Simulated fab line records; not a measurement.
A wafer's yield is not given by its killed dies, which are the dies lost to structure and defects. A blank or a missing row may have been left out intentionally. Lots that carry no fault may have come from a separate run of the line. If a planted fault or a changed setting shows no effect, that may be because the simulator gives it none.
The tool behind it: which one?	flow sky130	36 wafers from 12 lots sampled at 4 of the route's 708 steps

== WHAT EACH GAUGE READ, for each wafer ==
SKY_METAL5_RS_MEAS_05: uses a four-point probe to measure.
lot	measured	on	METAL5_ALCU_RS (ohm/sq)
L303	day 43 07:28	film-metro-04	0.02727 0.02724 0.02721
L305	day 43 23:13	film-metro-04	0.02791 0.02741 0.02733
L306	day 44 08:42	film-metro-03	0.0271 0.02702 0.02664
L307	day 44 13:17	film-metro-03	0.02747 0.02717 0.02724
L308	day 44 13:35	film-metro-03	0.02727 0.02689 0.02728
L313	day 45 23:04	film-metro-04	0.02695 0.0271 0.02687
L316	day 47 16:05	film-metro-03	0.02713 0.02738 0.02721
L318	day 47 17:46	film-metro-04	0.02685 0.02659 0.02677
L319	day 47 18:18	film-metro-03	0.02744 0.02672 0.02735
L320	day 47 19:15	film-metro-04	0.02647 0.02653 0.02723
L323	day 48 15:09	film-metro-04	0.02758 0.02735 0.02752
L324	day 48 16:46	film-metro-03	0.02683 0.02689 0.0268

SKY_PASSIVATION_THK_MEAS_01.
lot	measured	on	PASSIVATION_CVD_00_THK (nm)
L303	day 44 07:13	film-metro-03	91.0 92.2 92.6
L305	day 44 22:31	film-metro-01	89.3 89.5 89.1
L306	day 45 07:34	film-metro-02	89.8 91.1 93.4
L307	day 45 11:51	film-metro-01	89.2 90.7 90.5
L308	day 45 12:25	film-metro-01	90.7 89.8 91.9
L313	day 46 21:10	film-metro-02	88.3 90.6 89.2
L316	day 48 12:17	film-metro-02	89.9 90.7 91.4
L318	day 48 13:25	film-metro-03	91.5 92.7 91.7
L319	day 48 14:02	film-metro-03	88.8 89.3 91.8
L320	day 48 15:14	film-metro-02	88.8 89.4 91.8
L323	day 49 09:49	film-metro-01	89.3 90.5 91.8
L324	day 49 12:04	film-metro-02	90.5 91.1 91.1

== WHICH TOOL RAN EACH LOT (tool, then ch and the chambers of the sampled wafers, then the start) ==
lot	SKY_METAL4_METAL_ETCH_18	SKY_METAL5_SOFTBAKE_10
L303	rie-metal-02 ch 0,1, day 42 05:34	litho-track-04 ch 0, day 43 19:22
L305	rie-metal-02 ch 0,1, day 42 21:07	litho-track-04 ch 0, day 44 11:22
L306	rie-metal-02 ch 1, day 43 07:02	litho-track-03 ch 0, day 44 20:10
L307	rie-metal-02 ch 0,1, day 43 11:58	litho-track-04 ch 0, day 44 23:08
L308	rie-metal-01 ch 0,1, day 43 12:07	litho-track-04 ch 0, day 44 23:44
L313	rie-metal-03 ch 0,1, day 44 22:01	litho-track-03 ch 0, day 46 10:22
L316	rie-metal-01 ch 0,1, day 46 16:55	litho-track-04 ch 0, day 48 00:49
L318	rie-metal-02 ch 0,1, day 46 18:07	litho-track-04 ch 0, day 48 02:52
L319	rie-metal-01 ch 0,1, day 46 18:49	litho-track-04 ch 0, day 48 03:28
L320	rie-metal-03 ch 0,1, day 46 19:22	litho-track-02 ch 0, day 48 04:28
L323	rie-metal-01 ch 0,1, day 47 16:54	litho-track-02 ch 0, day 48 23:47
L324	rie-metal-01 ch 0,1, day 47 19:05	litho-track-04 ch 0, day 49 02:29
- SKY_METAL4_METAL_ETCH_18: etches the open film in Cl2/BCl3, stops on SiO2, target depth 845 nm, time 183.1 s.
- SKY_METAL5_SOFTBAKE_10: time 60 s.

== WHAT THE TOOLS THEMSELVES READ (means of the sampled wafers that have a number; where no wafer has one, the mark that the record gives instead) ==
SKY_METAL4_METAL_ETCH_18.
lot	tool	chamber-pressure-mTorr (mTorr)	drypump-motor-current-A (A)	oes-product-au (a.u.)	throttle-valve-pct (%)
L303	rie-metal-02	10.003	5.6	0.861	22.265
L305	rie-metal-02	9.999	5.7	0.860	22.265
L306	rie-metal-02	10.003	5.6	0.864	22.267
L307	rie-metal-02	10.006	5.6	0.863	22.265
L308	rie-metal-01	9.990	5.3	0.869	22.259
L313	rie-metal-03	9.996	5.7	0.865	22.271
L316	rie-metal-01	9.999	5.1	0.872	22.258
L318	rie-metal-02	9.995	5.6	0.860	22.261
L319	rie-metal-01	9.993	5.1	0.873	22.257
L320	rie-metal-03	10.005	5.7	0.863	22.262
L323	rie-metal-01	9.995	5.1	0.870	22.266
L324	rie-metal-01	9.999	5.3	0.860	22.262

SKY_METAL5_SOFTBAKE_10.
lot	tool	exhaust-pa (Pa)	heater-power-total-W (W)	plate-temp-C (C)
L303	litho-track-04	44.3	56.60	89.99
L305	litho-track-04	45.2	54.22	87.47
L306	litho-track-03	44.5	56.64	89.91
L307	litho-track-04	45.1	54.16	87.30
L308	litho-track-04	44.9	54.24	87.49
L313	litho-track-03	44.7	56.56	90.04
L316	litho-track-04	45.2	56.59	89.99
L318	litho-track-04	44.7	56.59	89.79
L319	litho-track-04	44.4	56.60	89.99
L320	litho-track-02	45.4	56.59	90.01
L323	litho-track-02	45.3	56.58	90.01
L324	litho-track-04	44.8	56.62	90.01

== THE ANSWER, worked out from the rows above alone ==
Rule: usual is defined by the lots themselves. Put in order of their means at a reading, lots are off if they are a third of the lots or fewer, leave a main group of 4 or more, and stand apart from it by a gap of 3 or more times the standard deviation of the main group's means; of several such gaps the widest counts. A main group whose means are all the same, to the digits that the tables above print for the reading, isn't used. A lot without any number at a reading at which 4 lots or more have one is off too. Where the step has rows for the other lots, those lots are counted as sound. The gauges are gone through in route order, then the tools' own readings, and for those a lot's mean is taken as printed above. The first step at which some lot is off is used, and at that step the reading that is off furthest; a lot without a number counts as furthest.
Off: L305, L307, L308, at SKY_METAL5_SOFTBAKE_10 (heater-power-total-W). Main group: mean 56.60 W, sd 0.022.
If a tool, at that step or one of the process steps before it, ran each lot that is off and ran no sound lot following the first of them, it fits. Not one of the candidates tried fits.

== WHAT THE SIMULATOR HAD PUT IN ==
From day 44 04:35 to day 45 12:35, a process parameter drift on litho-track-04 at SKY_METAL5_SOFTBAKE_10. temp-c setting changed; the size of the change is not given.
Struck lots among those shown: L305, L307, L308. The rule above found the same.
